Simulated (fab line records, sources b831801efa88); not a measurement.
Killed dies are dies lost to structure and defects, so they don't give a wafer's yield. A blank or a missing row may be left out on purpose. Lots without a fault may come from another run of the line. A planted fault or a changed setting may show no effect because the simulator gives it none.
Problem report in the 8D (eight disciplines) form, filled by code | flow gf180mcu | the parts of the form that need people (team, actions taken, sign-off) are left out

1. THE PROBLEM
spike_tc_upper_C at GF_DUAL_GATE_OXIDATION_15 reads a mean of 813.6 C on 6 wafers of 2 lots; wafers without a fault read 850.1 C with a standard deviation of 0.94. That is -39 standard deviations from the usual mean.
The step: stabilise 600 s, purge 300 s, target thk 7.098 nm.
First seen on wafer L345.2, day 14 17:57, on furnace-02. The record holds 42 wafers of 14 lots with a number at this step. Rule for "out", or "out of limits": more than 4 standard deviations from the usual mean. The other wafers with a number count as sound.

2. WHAT IT IS AND WHAT IT IS NOT
question                    | is                                                                                | is not
which readings at this step | spike_tc_upper_C, zone_power_centre_pct, zone_power_top_pct, zone_power_upper_pct | -
which lots                  | L345, L346                                                                        | L323, L324, L325, L326, L328, L329, L330, L331, L334, L335, L336, L337
which wafers of those lots  | all that have a number                                                            | -
read on which tools         | furnace-02                                                                        | furnace-01
when                        | from day 14 17:57                                                                 | up to then (36 sound wafers)

3. SUSPECTS, AND WHAT RULES EACH OUT
Counting: a tool at a process step up to the reading stays a suspect if it ran every lot that is out and no sound lot after the first of them.
- furnace-02 at GF_DUAL_GATE_OXIDATION_15 (stabilise 600 s, purge 300 s, target thk 7.098 nm): kept. It ran every lot that is out, first L345 (day 14 17:57), and no sound lot after that; its last sound lot up to then is L334 (day 11 13:01). Its own readings are out on those wafers: spike_tc_upper_C, zone_power_centre_pct, zone_power_top_pct, zone_power_upper_pct.
Left after counting: furnace-02 at GF_DUAL_GATE_OXIDATION_15.

4. THE CAUSE (what the simulator had put in)
Process parameter drift: furnace-02, from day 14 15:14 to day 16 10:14, at GF_DUAL_GATE_OXIDATION_15. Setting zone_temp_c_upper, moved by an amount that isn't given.
Counting left only this tool.

5. THE CHAIN OF EFFECTS, in route order
Each row: a reading whose mean over the struck wafers that have a number lies more than 3 standard deviations from the usual. Only readings for which the record gives a usual standard deviation are gone through. hours: the time from each lot's start at the first step in this table that gives one to its start at this step, as a median over the lots. sigmas: the change in usual standard deviations.
hours | step                      | reading               | usual   | on struck wafers | change | sigmas
0     | GF_DUAL_GATE_OXIDATION_15 | spike_tc_centre_C     | 851.5 C | 855.9            | +4.4   | +4.5
0     | GF_DUAL_GATE_OXIDATION_15 | spike_tc_top_C        | 867.5 C | 872.2            | +4.7   | +3.1
0     | GF_DUAL_GATE_OXIDATION_15 | spike_tc_upper_C      | 850.1 C | 813.6            | -36.5  | -39
0     | GF_DUAL_GATE_OXIDATION_15 | zone_power_centre_pct | 17.71 % | 24.18            | +6.47  | +24
0     | GF_DUAL_GATE_OXIDATION_15 | zone_power_top_pct    | 31.8 %  | 42.7             | +10.9  | +5.2
0     | GF_DUAL_GATE_OXIDATION_15 | zone_power_upper_pct  | 15.8 %  | 3.4              | -12.4  | -8.3
The process steps in it:
- GF_DUAL_GATE_OXIDATION_15: stabilise 600 s, purge 300 s, target thk 7.098 nm.
Later measuring or inspecting steps at which every struck wafer that the step has a row for has a number for every such reading, and none has moved that far: GF_PSD_CD_MEAS_07.

6. WHAT WOULD HAVE CAUGHT IT SOONER
In this record the first reading out of limits was taken at day 14 17:57, 3 hours after the fault began at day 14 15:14.
